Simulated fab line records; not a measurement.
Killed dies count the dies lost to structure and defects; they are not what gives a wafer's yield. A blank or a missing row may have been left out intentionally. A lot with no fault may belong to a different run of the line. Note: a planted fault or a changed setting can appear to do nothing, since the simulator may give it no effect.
fab line records	flow sky130
record lots=6	wafers=18	lastDay=49
route steps=708 shown VT_ADJUST_HVTP@91 VT_ADJUST_LVTN@97 PAD_OPEN@708
lots with no fault: from the same line, run without faults
startH: start of the lot's first displayed wafer, in hours after the record's first day	waitH: time in hours since the lot's previous step	" the same as in the row above	L1.1+2: a row that stands for several wafers	- value missing, or start not given	* or withheld: withheld	< > ~ a bound
route shown NAME@n: a module of which the file shows steps, and the number in the route of the first	usual: mean and standard deviation over wafers with no fault	same: alike in all rows	chamber/n: place in a boat	sites: per-site readings	_std_site: their standard deviation	_edge_site: mean of outer sites minus mean of inner sites	radiusMm: how far each site lies from the wafer's centre	mask NAME#n: copy n	behind: the most recent tool/chamber to have shaped the wafer	hold: cause of the lot's hold/its duration in hours/its outcome	device: the transistor (n, p or np) that didn't switch	end of line: the same wafers' tests at the end of the route	a step given without rows: its recipe and nothing more	killed: not the wafer's yield, but the dies lost to structure and defects at the first sort	map: dies across one wafer; x = killed, . = not, _ = none there
set.NAME: the setting that was run; set.NAME@STEP: the one run at that earlier step	model.NAME: the simulator's own value behind a step, which no gauge read
lots seen at some steps along the route; tables by step, rows by wafer
services: a tool's chamber out of use, with start hour (startH, from the record's first day; less than 0 if before it), hours out, and reason
## steps
# step SKY_VT_ADJUST_HVTP_DEVELOP_06
# recipe resist=NOVOLAK	developer=TMAH	developTimeS=60	devTempC=23
# step SKY_VT_ADJUST_HVTP_CD_MEAS_07
# recipe targetCdNm=380
# usual cdNm=380.0/2.4
lot.wafer	tool	chamber	startH	waitH	cdNm
L780.1	cdSem-02	-	128.97	0.1	382.4
L780.4	"	-	"	"	381.8
L780.6	"	-	"	"	385.2
L781.2	cdSem-02	-	136.13	0.1	380.0
L781.4	"	-	"	"	376.2
L781.6	"	-	"	"	379.2
L790.1	cdSem-01	-	190.36	0.1	380.9
L790.4	"	-	"	"	379.4
L790.6	"	-	"	"	379.4
L792.2	cdSem-01	-	202.43	0.1	379.8
L792.3	"	-	"	"	380.2
L792.4	"	-	"	"	378.4
L795.2	cdSem-02	-	229.05	0.1	382.6
L795.5	"	-	"	"	380.8
L795.6	"	-	"	"	381.3
L797.1	cdSem-01	-	242.67	0.1	375.9
L797.5	"	-	"	"	376.3
L797.6	"	-	"	"	377.6
# step SKY_VT_ADJUST_HVTP_OVL_MEAS_08
# usual VT_ADJUST_HVTP_OVL=1.7/1.5
lot.wafer	tool	chamber	startH	waitH	VT_ADJUST_HVTP_OVL[nm]
L780.1	overlay-01	-	129.09	0.1	-1.0
L780.4	"	-	"	"	1.7
L780.6	"	-	"	"	0.8
L781.2	overlay-02	-	136.24	0.1	3.7
L781.4	"	-	"	"	3.8
L781.6	"	-	"	"	3.0
L790.1	overlay-02	-	190.48	0.1	1.6
L790.4	"	-	"	"	1.6
L790.6	"	-	"	"	2.1
L792.2	overlay-01	-	202.54	0.1	1.4
L792.3	"	-	"	"	3.5
L792.4	"	-	"	"	1.5
L795.2	overlay-01	-	229.16	0.1	1.6
L795.5	"	-	"	"	-1.9
L795.6	"	-	"	"	0.0
L797.1	overlay-02	-	242.79	0.1	0.9
L797.5	"	-	"	"	1.8
L797.6	"	-	"	"	1.2
# step SKY_VT_ADJUST_HVTP_IMPLANT_09
# recipe species=As	energyKev=150	doseCm2=4.3e+12	tiltDeg=withheld
# step SKY_VT_ADJUST_HVTP_STRIP_10
# recipe chemistry=O2/N2	powerW=1400	pressureMtorr=1500	platenTempC=withheld	o2FlowSccm=3000	n2FlowSccm=300	overashFraction=0.5
# usual chamberPressureMTorr=1499.8/1.4	drypumpMotorCurrentA=5.5/0.35	oesProductAu=0.715/0.0048	stripTimeToEndpointS=14.17/0.043
lot.wafer	tool	chamber	startH	waitH	chamberPressureMTorr	drypumpMotorCurrentA	oesProductAu	rfHoursCounterH	stripTimeToEndpointS
L780.1	plasmaAsher-04	0	129.28	0.1	1499.3	6.0	0.718	42	14.16
L780.4	"	0	"	"	1499.5	6.0	0.706	-	14.16
L780.6	"	1	"	"	1499.1	5.5	0.718	-	14.16
L781.2	plasmaAsher-01	0	136.42	0.1	1498.2	5.5	0.712	47	14.11
L781.4	"	1	"	"	1501.3	5.9	0.705	-	14.13
L781.6	"	0	"	"	1502.2	5.5	0.719	-	14.13
L790.1	plasmaAsher-03	0	190.67	0.1	1496.4	5.1	0.719	36	14.15
L790.4	"	1	"	"	1500.0	5.1	0.714	-	14.17
L790.6	"	1	"	"	1498.3	5.1	0.715	-	14.14
L792.2	plasmaAsher-04	0	202.72	0.1	1498.9	6.0	0.709	49	14.21
L792.3	"	1	"	"	1498.2	5.5	0.716	-	14.26
L792.4	"	0	"	"	1500.7	6.0	0.725	-	14.16
L795.2	plasmaAsher-04	1	229.34	0.1	1500.3	5.5	0.718	52	14.19
L795.5	"	0	"	"	1499.6	6.0	0.720	-	14.15
L795.6	"	1	"	"	1499.4	5.5	0.715	-	14.12
L797.1	plasmaAsher-03	0	242.98	0.1	1501.1	5.0	0.713	41	14.19
L797.5	"	0	"	"	1503.1	5.0	0.719	-	14.23
L797.6	"	1	"	"	1502.2	5.1	0.719	-	14.19
# step SKY_VT_ADJUST_HVTP_TW_MEAS_11
# usual VT_ADJUST_HVTP_TW=1342/6.6
lot.wafer	tool	chamber	startH	waitH	VT_ADJUST_HVTP_TW
L780.1	filmMetro-02	-	129.38	0.1	1345
L780.4	"	-	"	"	1338
L780.6	"	-	"	"	1342
L781.2	filmMetro-04	-	136.53	0.1	1354
L781.4	"	-	"	"	1350
L781.6	"	-	"	"	1347
L790.1	filmMetro-02	-	190.77	0.1	1342
L790.4	"	-	"	"	1336
L790.6	"	-	"	"	1335
L792.2	filmMetro-02	-	202.83	0.1	1345
L792.3	"	-	"	"	1325
L792.4	"	-	"	"	1324
L795.2	filmMetro-02	-	229.45	0.1	1347
L795.5	"	-	"	"	1342
L795.6	"	-	"	"	1345
L797.1	filmMetro-02	-	243.08	0.1	1333
L797.5	"	-	"	"	1337
L797.6	"	-	"	"	1339
# step SKY_VT_ADJUST_LVTN_DEHYDRATE_00
# recipe tempC=200	timeS=60
# step SKY_VT_ADJUST_LVTN_HMDS_01
# recipe primeTimeS=60	primeTempC=120
# step SKY_VT_ADJUST_LVTN_COAT_02
# recipe spinRpm=2000	resistThkNm=3000
# step SKY_VT_ADJUST_LVTN_SOFTBAKE_03
# recipe tempC=110	timeS=withheld
# step SKY_VT_ADJUST_LVTN_EXPOSE_04
# recipe maskId=NWM_COMPLEMENT_LESS_NATIVE	na=0.6	sourceShape=conventional	sigmaOuter=0.6	polarization=unpolarized	targetCdNm=840	doseMj=194
# step SKY_VT_ADJUST_LVTN_PEB_05
# recipe tempC=115	timeS=withheld
# step SKY_VT_ADJUST_LVTN_DEVELOP_06
# recipe wallAngleDeg=90	developer=TMAH	developTimeS=60	devTempC=23
# usual resistLineTempC=23.01/0.11
lot.wafer	tool	chamber	startH	waitH	resistLineTempC
L780.1	lithoTrack-03	0	147	-	23.07
L780.4	"	0	"	"	23.06
L780.6	"	0	"	"	23.10
L781.2	lithoTrack-02	0	155	-	22.70
L781.4	"	0	156	-	22.88
L781.6	"	0	"	"	22.94
L790.1	lithoTrack-03	0	212	-	23.19
L790.4	"	0	"	"	23.02
L790.6	"	0	"	"	23.15
L792.2	lithoTrack-03	0	224	-	23.06
L792.3	"	0	"	"	23.08
L792.4	"	0	"	"	22.96
L795.2	lithoTrack-02	0	253	-	22.93
L795.5	"	0	"	"	23.11
L795.6	"	0	"	"	22.96
L797.1	lithoTrack-01	0	266	-	23.08
L797.5	"	0	"	"	22.93
L797.6	"	0	"	"	23.11
# step SKY_VT_ADJUST_LVTN_OVL_MEAS_07
# usual VT_ADJUST_LVTN_OVL=0.1/1.3
lot.wafer	tool	chamber	startH	waitH	VT_ADJUST_LVTN_OVL[nm]
L780.1	overlay-01	-	147.36	-	1.0
L780.4	"	-	"	"	1.0
L780.6	"	-	"	"	1.1
L781.2	overlay-02	-	156.09	-	-0.6
L781.4	"	-	"	"	1.1
L781.6	"	-	"	"	0.6
L790.1	overlay-02	-	212.21	-	-
L790.4	"	-	"	"	1.6
L790.6	"	-	"	"	-
L792.2	overlay-02	-	224.37	-	-
L792.3	"	-	"	"	0.2
L792.4	"	-	"	"	0.7
L795.2	overlay-02	-	253.39	-	-1.0
L795.5	"	-	"	"	-2.2
L795.6	"	-	"	"	-2.6
L797.1	overlay-02	-	266.92	-	-1.1
L797.5	"	-	"	"	1.6
L797.6	"	-	"	"	-0.6
# step SKY_VT_ADJUST_LVTN_IMPLANT_08
# recipe species=B	energyKev=30	doseCm2=1.57e+12	tiltDeg=withheld
# step SKY_VT_ADJUST_LVTN_STRIP_09
# recipe chemistry=O2/N2	powerW=1400	pressureMtorr=1500	platenTempC=withheld	o2FlowSccm=3000	n2FlowSccm=300	overashFraction=0.5
# usual chamberPressureMTorr=1500.1/1.7	drypumpMotorCurrentA=5.7/0.35	oesProductAu=0.722/0.0041	stripTimeToEndpointS=36.91/0.083
lot.wafer	tool	chamber	startH	waitH	chamberPressureMTorr	drypumpMotorCurrentA	oesProductAu	rfHoursCounterH	stripTimeToEndpointS
L780.1	plasmaAsher-02	1	147.55	0.1	1500.7	5.2	0.729	3	37.02
L780.4	"	0	"	"	1499.4	6.2	0.720	-	37.04
L780.6	"	0	"	"	1502.0	6.2	0.725	-	36.84
L781.2	plasmaAsher-01	1	156.27	0.1	1498.8	5.8	0.727	49	36.93
L781.4	"	0	"	"	1500.1	5.4	0.718	-	37.04
L781.6	"	0	"	"	1500.8	5.4	0.727	-	36.98
L790.1	plasmaAsher-02	0	212.40	0.1	1499.9	6.3	0.724	9	36.80
L790.4	"	1	"	"	1499.9	5.2	0.730	-	36.83
L790.6	"	1	"	"	1500.7	5.2	0.724	-	36.97
L792.2	plasmaAsher-01	1	224.62	0.1	1503.3	5.8	0.714	56	36.95
L792.3	"	1	"	"	1499.0	5.8	0.724	-	36.86
L792.4	"	0	"	"	1501.1	5.4	0.722	-	36.96
L795.2	plasmaAsher-01	1	253.57	0.1	1500.3	5.9	0.722	59	37.02
L795.5	"	1	"	"	1498.8	5.9	0.713	-	37.01
L795.6	"	0	"	"	1498.4	5.4	0.725	-	37.02
L797.1	plasmaAsher-02	1	267.11	0.1	1500.5	5.2	0.725	15	36.84
L797.5	"	1	"	"	1498.6	5.2	0.715	-	36.93
L797.6	"	0	"	"	1500.3	6.3	0.727	-	36.93
# step SKY_VT_ADJUST_LVTN_TW_MEAS_10
# usual VT_ADJUST_LVTN_TW=239.7/1.4
lot.wafer	tool	chamber	startH	waitH	VT_ADJUST_LVTN_TW
L780.1	filmMetro-02	-	147.65	0.1	237.8
L780.4	"	-	"	"	238.1
L780.6	"	-	"	"	237.4
L781.2	filmMetro-02	-	156.38	0.1	237.5
L781.4	"	-	"	"	237.9
L781.6	"	-	"	"	238.2
L790.1	filmMetro-02	-	212.50	0.1	29.7
L790.4	"	-	"	"	238.9
L790.6	"	-	"	"	29.7
L792.2	filmMetro-02	-	224.73	0.1	29.7
L792.3	"	-	"	"	238.9
L792.4	"	-	"	"	239.1
L795.2	filmMetro-03	-	253.68	0.1	240.4
L795.5	"	-	"	"	239.8
L795.6	"	-	"	"	240.3
L797.1	filmMetro-02	-	267.21	0.1	238.9
L797.5	"	-	"	"	238.0
L797.6	"	-	"	"	237.7
# step SKY_VT_ADJUST_LVTN_DEHYDRATE_11
# recipe tempC=200	timeS=60
# step SKY_PAD_OPEN_PROBE_99
# usual killed_at_M0_to_M3=44/7.5	killed_at_M4_up=3.2/1.9	killedAtContacts=23/4.7	killedAtFrontEnd=15/4.7	killedAtOther=0.4/0.66	killedDies=87/9.3	killedOnRim=17/4.1	killedOpen=47/7.2	killedShort=39/6.5
# same grossDies=492	killedAtBackSide=0
lot.wafer	tool	chamber	startH	waitH	killed_at_M0_to_M3	killed_at_M4_up	killedAtContacts	killedAtFrontEnd	killedAtOther	killedDies	killedOnRim	killedOpen	killedShort
L780.1	prober-01	-	1078.91	0.1	34	4	25	14	0	77	15	48	29
L780.4	prober-01	-	1079.06	0.2	52	3	34	8	0	97	21	57	40
L780.6	prober-01	-	1079.16	0.2	48	2	22	11	2	85	16	57	28
L790.1	prober-01	-	1144.76	0.1	42	1	27	421	1	492	96	44	36
L790.4	prober-01	-	1144.91	0.2	46	10	18	15	1	90	21	50	40
L790.6	prober-01	-	1145.01	0.2	43	2	26	421	0	492	96	54	31
L792.2	prober-01	-	1152.07	0.1	30	3	23	435	1	492	96	42	33
L792.3	prober-01	-	1152.12	0.2	41	4	21	16	1	83	19	47	35
L792.4	prober-01	-	1152.17	0.2	54	4	18	27	0	103	21	59	43
# killed by level:class
L780.1 CONTACT:geometricParticle:open=10 FIELD_ISO:geometricParticle:open=6 METAL1:geometricParticle:open=6 LI_CONTACT:geometricParticle:open=6 VIA3:geometricParticle:open=6 CONTACT:geometricParticle:short=4 VIA1:geometricParticle:open=4 LOCAL_INTERCONNECT:geometricParticle:open=3
L780.4 VIA1:geometricParticle:open=12 CONTACT:geometricParticle:open=11 VIA2:geometricParticle:open=11 CONTACT:geometricParticle:short=8 METAL1:geometricParticle:short=7 METAL2:geometricParticle:short=7 LI_CONTACT:geometricParticle:open=6 LOCAL_INTERCONNECT:geometricParticle:short=5
L780.6 VIA1:geometricParticle:open=14 CONTACT:geometricParticle:open=13 VIA3:geometricParticle:open=8 VIA2:geometricParticle:open=8 POLY_GATE:geometricParticle:open=7 METAL1:geometricParticle:short=5 VIA1:geometricParticle:short=5 CONTACT:geometricParticle:short=4
L790.1 VT_ADJUST_LVTN:areaDevelop=412 CONTACT:geometricParticle:open=10 VIA2:geometricParticle:open=10 VIA1:geometricParticle:open=9 LI_CONTACT:geometricParticle:open=7 LOCAL_INTERCONNECT:geometricParticle:short=6 METAL2:geometricParticle:short=5 VIA1:geometricParticle:short=4
L790.4 VIA1:geometricParticle:open=11 VIA2:geometricParticle:open=9 METAL4:geometricParticle:short=8 CONTACT:geometricParticle:open=8 VIA3:geometricParticle:open=6 METAL1:geometricParticle:short=5 VIA1:geometricParticle:short=5 FIELD_ISO:geometricParticle:short=4
L790.6 VT_ADJUST_LVTN:areaDevelop=406 VIA1:geometricParticle:open=11 CONTACT:geometricParticle:open=9 LI_CONTACT:geometricParticle:open=8 VIA2:geometricParticle:open=7 LOCAL_INTERCONNECT:geometricParticle:short=6 METAL1:geometricParticle:short=5 METAL1:geometricParticle:open=5
L792.2 VT_ADJUST_LVTN:areaDevelop=416 FIELD_ISO:geometricParticle:open=9 CONTACT:geometricParticle:open=8 POLY_GATE:geometricParticle:short=5 VIA3:geometricParticle:open=5 VIA2:geometricParticle:open=5 LI_CONTACT:geometricParticle:short=4 VIA1:geometricParticle:short=4
L792.3 VIA1:geometricParticle:open=9 VIA3:geometricParticle:open=8 LI_CONTACT:geometricParticle:open=7 CONTACT:geometricParticle:open=6 METAL1:geometricParticle:short=6 FIELD_ISO:geometricParticle:open=5 CONTACT:geometricParticle:short=5 VIA2:geometricParticle:open=4
L792.4 VIA1:geometricParticle:open=16 FIELD_ISO:geometricParticle:open=7 METAL1:geometricParticle:short=7 LI_CONTACT:geometricParticle:open=7 VIA3:geometricParticle:open=7 VIA2:geometricParticle:open=7 POLY_GATE:geometricParticle:open=6 VIA1:geometricParticle:short=6
# map L790.1 (x killed, . not)
__________xxxxxxxxxx_________
________xxxxxxxxxxxxxx_______
______xxxxxxxxxxxxxxxxxx_____
_____xxxxxxxxxxxxxxxxxxxx____
____xxxxxxxxxxxxxxxxxxxxxx___
___xxxxxxxxxxxxxxxxxxxxxxxx__
__xxxxxxxxxxxxxxxxxxxxxxxxxx_
_xxxxxxxxxxxxxxxxxxxxxxxxxxxx
_xxxxxxxxxxxxxxxxxxxxxxxxxxxx
_xxxxxxxxxxxxxxxxxxxxxxxxxxxx
_xxxxxxxxxxxxxxxxxxxxxxxxxxxx
_xxxxxxxxxxxxxxxxxxxxxxxxxxxx
_xxxxxxxxxxxxxxxxxxxxxxxxxxxx
_xxxxxxxxxxxxxxxxxxxxxxxxxxxx
_xxxxxxxxxxxxxxxxxxxxxxxxxxxx
__xxxxxxxxxxxxxxxxxxxxxxxxxx_
___xxxxxxxxxxxxxxxxxxxxxxxx__
____xxxxxxxxxxxxxxxxxxxxxx___
_____xxxxxxxxxxxxxxxxxxxx____
______xxxxxxxxxxxxxxxxxx_____
________xxxxxxxxxxxxxx_______
__________xxxxxxxxxx_________
# map L792.2 (x killed, . not)
__________xxxxxxxxxx_________
________xxxxxxxxxxxxxx_______
______xxxxxxxxxxxxxxxxxx_____
_____xxxxxxxxxxxxxxxxxxxx____
____xxxxxxxxxxxxxxxxxxxxxx___
___xxxxxxxxxxxxxxxxxxxxxxxx__
__xxxxxxxxxxxxxxxxxxxxxxxxxx_
_xxxxxxxxxxxxxxxxxxxxxxxxxxxx
_xxxxxxxxxxxxxxxxxxxxxxxxxxxx
_xxxxxxxxxxxxxxxxxxxxxxxxxxxx
_xxxxxxxxxxxxxxxxxxxxxxxxxxxx
_xxxxxxxxxxxxxxxxxxxxxxxxxxxx
_xxxxxxxxxxxxxxxxxxxxxxxxxxxx
_xxxxxxxxxxxxxxxxxxxxxxxxxxxx
_xxxxxxxxxxxxxxxxxxxxxxxxxxxx
__xxxxxxxxxxxxxxxxxxxxxxxxxx_
___xxxxxxxxxxxxxxxxxxxxxxxx__
____xxxxxxxxxxxxxxxxxxxxxx___
_____xxxxxxxxxxxxxxxxxxxx____
______xxxxxxxxxxxxxxxxxx_____
________xxxxxxxxxxxxxx_______
__________xxxxxxxxxx_________
## services
tool	chamber	startH	hours	kind
plasmaAsher-02	-	108.75	9.0	pm
plasmaAsher-02	0	108.75	9.0	ventCycle
plasmaAsher-02	1	108.75	9.0	ventCycle
plasmaAsher-02	0	117.75	-	clean
plasmaAsher-02	1	117.75	-	clean
plasmaAsher-01	-	118.79	2.6	repair
plasmaAsher-03	-	123.14	0.8	repair
lithoTrack-02	-	127.21	-	consumableReplace:filter
plasmaAsher-01	-	229.29	2.8	pm
lithoTrack-01	-	230.05	-	consumableReplace:filter
plasmaAsher-04	-	232.29	2.2	repair
plasmaAsher-04	-	240.67	14.6	pm
plasmaAsher-01	-	261.39	3.1	repair
## key
firstSign step=SKY_VT_ADJUST_LVTN_OVL_MEAS_07	reading=VT_ADJUST_LVTN_OVL	direction=missing
effect step=SKY_VT_ADJUST_LVTN_TW_MEAS_10	reading=VT_ADJUST_LVTN_TW	direction=down	sigmas=99+	usual=239.7	struck=29.7
effect step=SKY_PAD_OPEN_PROBE_99	reading=killedAtFrontEnd	direction=up	sigmas=88	usual=15	struck=426
moreKillsBornAt SKY_VT_ADJUST_LVTN_DEVELOP_06@lithoTrack-03=1234
metAt SKY_VT_ADJUST_LVTN_DEVELOP_06
struckWafers L790.1,L790.6,L792.2
testerLeftOut L790,L792
onsetBetween 147 212
fault kind=processParameterDrift	tool=lithoTrack-03	chamber=-	onsetH=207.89	steps=SKY_VT_ADJUST_LVTN_DEVELOP_06	channel=developTimeS	offset=*	shape=step	endH=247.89	scope=struckWafersOnly	actsIn=*	stated=*
# testerLeftOut: of these lots the tester's yield and bins aren't shown, on N5 and GAA mostly nor the transistor test; their killed dies are dies lost to structure and defects alone, not to doping, threshold or leakage, so they don't give the yield
